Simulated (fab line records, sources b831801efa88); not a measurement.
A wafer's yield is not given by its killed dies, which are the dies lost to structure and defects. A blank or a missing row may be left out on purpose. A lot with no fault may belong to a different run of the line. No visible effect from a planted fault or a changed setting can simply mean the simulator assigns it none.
Comparing a struck lot with a sound one || flow sky130 || 17 out of 708 route steps
Sound: these wafers, L985.1, L985.4, L985.6. Wafers struck: L986.1, L986.4, L986.5. The cause is given at the end.
Per side, at each step with rows, come the tool, then ch with its chambers, and then its first start. Under that, the readings that differ: sound wafers || struck wafers || difference of the means || sigmas: that difference in standard deviations of wafers without a fault.
alike: words and numbers the same on both sides, and readings whose means are apart by under 2 such deviations; not compared: readings that were withheld, readings missing a value for some wafer, numbers with overlapping values and no deviation given by the record, and bounds like >300 which may hide the same value.
A row with sigmas, a row that says differs or no value, or rows on one side alone: a step with any of these is where the two part. Numbers that don't overlap but have no deviation are shown without sigmas and don't part them. Lack of a reading on every wafer of one side parts them only where that side has two or more wafers.

SKY_VT_ADJUST_LVTN_OVL_MEAS_07:
  struck on overlay-02, day 7 21:15; sound on overlay-02, day 7 07:27
  alike: VT_ADJUST_LVTN_OVL
following that, these wafers have no rows for 1 step: SKY_VT_ADJUST_LVTN_IMPLANT_08.
SKY_VT_ADJUST_LVTN_STRIP_09: strips in O2/N2.
  sound on plasma-asher-04 ch 0, day 7 07:38; struck on plasma-asher-01 ch 0,1, day 7 21:26
  alike: chamber-pressure-mTorr, drypump-motor-current-A, oes-product-au, strip-time-to-endpoint-s
  not compared: rf-hours-counter-h
SKY_VT_ADJUST_LVTN_TW_MEAS_10:
  struck on film-metro-02, day 7 21:32; sound on film-metro-03, day 7 07:44
  alike: VT_ADJUST_LVTN_TW
then, 7 steps without rows for these wafers: SKY_VT_ADJUST_LVTN_DEHYDRATE_11 (time 60 s); SKY_VT_ADJUST_LVTN_HMDS_12 (prime time 60 s); SKY_VT_ADJUST_LVTN_COAT_13 (resist thk 1140 nm); SKY_VT_ADJUST_LVTN_SOFTBAKE_14 (time 60 s); SKY_VT_ADJUST_LVTN_EXPOSE_15 (exposes mask HVN STD DERIVED, target cd 600 nm); SKY_VT_ADJUST_LVTN_PEB_16; SKY_VT_ADJUST_LVTN_DEVELOP_17 (develop time 60 s).
SKY_VT_ADJUST_LVTN_OVL_MEAS_18:
  struck on overlay-02, day 8 17:48; sound on overlay-02, day 8 03:45
  alike: VT_ADJUST_LVTN_01_OVL
SKY_VT_ADJUST_LVTN_IMPLANT_19:
  sound on implanter-03 ch 0, day 8 03:47; struck on implanter-01 ch 0, day 8 17:50
{"reading": "dose-ions-cm2", "sound": "6.507e+11 6.501e+11 6.503e+11", "struck": "8.208e+11 8.204e+11 8.205e+11", "difference": "+1.702e+11", "sigmas": "+99 or more"}
{"reading": "faraday-current-uA", "sound": "3.57 3.72 3.67", "struck": "4.68 4.59 4.66", "difference": "+0.99", "sigmas": "+13"}
  alike: beam-energy-keV, beam-on-s
SKY_VT_ADJUST_LVTN_STRIP_20: strips in O2/N2.
  sound on plasma-asher-01 ch 0,1, day 8 03:56; struck on plasma-asher-04 ch 0,1, day 8 17:59
  alike: chamber-pressure-mTorr, drypump-motor-current-A, oes-product-au, strip-time-to-endpoint-s
  not compared: rf-hours-counter-h
SKY_VT_ADJUST_LVTN_TW_MEAS_21:
  struck on film-metro-03, day 8 18:05; sound on film-metro-02, day 8 04:02
{"reading": "VT_ADJUST_LVTN_2_TW", "sound": "185 184 185", "struck": "198 198 199", "difference": "+14", "sigmas": "+4"}
then, 1 step without rows for these wafers: SKY_VT_ADJUST_NCORE_DEHYDRATE_00 (time 60 s).
-- record jumps: 38 days separate the struck wafers' starts on either side; left off in module VT_ADJUST_NCORE, taken up again in module PAD_OPEN, whose first shown step is the route's number 708 --
SKY_PAD_OPEN_PROBE_99:
  struck on prober-02, day 47 03:58; sound on prober-02, day 46 13:09
{"reading": "model.etest.res-pwell-under-gate.rs-ohm-sq", "sound": "2317 2317 2298", "struck": "2255 2257 2261", "difference": -53, "sigmas": ""}
{"reading": "model.etest.nfet-g5v0d10v5.body-rise-v (V)", "sound": "0.6829 0.6799 0.6735", "struck": "0.6954 0.7025 0.6923", "difference": "+0.0180", "sigmas": ""}
{"reading": "model.etest.nfet_16v.body-rise-v (V)", "sound": "0.6765 0.6719 0.6683", "struck": "0.6885 0.6981 0.6841", "difference": "+0.0180", "sigmas": ""}
{"reading": "model.etest.nfet-g5v0d10v5.vt-sat-v (V)", "sound": "0.7733 0.7608 0.7685", "struck": "0.7845 0.7946 0.778", "difference": "+0.0182", "sigmas": ""}
  alike: killed_at_M0_to_M3, killed_at_M4_up, killed-at-contacts, killed-at-front-end, killed-at-other, killed-dies, killed-open, killed-short
  not compared: model.etest.nfet-g5v0d10v5.vt-v

WHERE THEY PART
Earliest at SKY_VT_ADJUST_LVTN_IMPLANT_19; latest, in this record, at SKY_VT_ADJUST_LVTN_TW_MEAS_21. Later steps at which nothing parts them and some readings are alike: SKY_PAD_OPEN_PROBE_99.

WHY: what the simulator had put in
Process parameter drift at SKY_VT_ADJUST_LVTN_IMPLANT_19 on implanter-01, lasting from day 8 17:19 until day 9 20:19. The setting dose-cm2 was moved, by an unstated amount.
